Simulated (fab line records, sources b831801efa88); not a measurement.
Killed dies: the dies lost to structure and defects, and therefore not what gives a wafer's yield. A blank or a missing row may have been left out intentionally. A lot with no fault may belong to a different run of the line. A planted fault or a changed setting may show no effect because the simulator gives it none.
Chamber matching | flow sky130 | 4 sister chambers for SKY_CONTACT_CMP_04 on cmp-02
The step polishes SiO2. 8 wafers are shown with their chamber, then 12 later ones without.

## WAFERS, EACH WITH ITS CHAMBER
wafer  | chamber | motorCurrentA (A) | timeToEndpointS (s)
L086.3 | 0       | 13.0              | 84
L088.3 | 0       | 13.7              | 77
L088.6 | 3       | 13.3              | 82
L089.5 | 2       | 12.2              | 84
L089.6 | 1       | 11.2              | 79
L090.2 | 1       | 10.8              | 81
L090.3 | 2       | 12.3              | 88
L090.4 | 3       | 13.2              | 89

## WAFERS WITHOUT THEIR CHAMBER
wafer  | motorCurrentA (A) | timeToEndpointS (s)
L091.2 | 13.2              | 83
L091.3 | 13.5              | 79
L091.5 | 10.7              | 79
L092.2 | 13.3              | 79
L092.4 | 11.5              | 80
L092.5 | 10.9              | 80
L094.1 | 13.1              | 88
L094.2 | 13.8              | 83
L094.3 | 11.8              | 87
L095.1 | 13.3              | 90
L095.5 | 11.9              | 86
L095.6 | 11.9              | 85

## THE CHAMBER EACH PASSED THROUGH
wafer  | from the rows above     | in truth
L091.2 | can't be placed: 3 or 0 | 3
L091.3 | can't be placed: 0 or 3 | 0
L091.5 | 1                       | 1
L092.2 | can't be placed: 0 or 3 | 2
L092.4 | can't be placed: 1 or 2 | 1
L092.5 | 1                       | 1
L094.1 | can't be placed: 3 or 0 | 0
L094.2 | can't be placed: 0 or 3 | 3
L094.3 | can't be placed: 2 or 1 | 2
L095.1 | can't be placed: 3 or 0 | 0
L095.5 | 2                       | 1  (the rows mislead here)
L095.6 | 2                       | 2
Placed correctly: 3 of 12. Not placeable from these rows: 8 (in 7, the candidates include the true chamber). Number placed wrongly: 1.
How it was worked out, from the rows above alone: a wafer's distance from a chamber is the root of the sum, over the readings, of the square of ((its reading less the chamber's mean) divided by the reading's scatter). The wafer belongs to the nearest chamber; if the next one is less than 2 further off, it can't be placed. For every chamber, the mean is computed from those of its wafers that are shown. How the scatter is found: for the shown wafers, subtract from each reading the mean of its chamber, square and add these, divide the total by (wafers less chambers), then take the root.
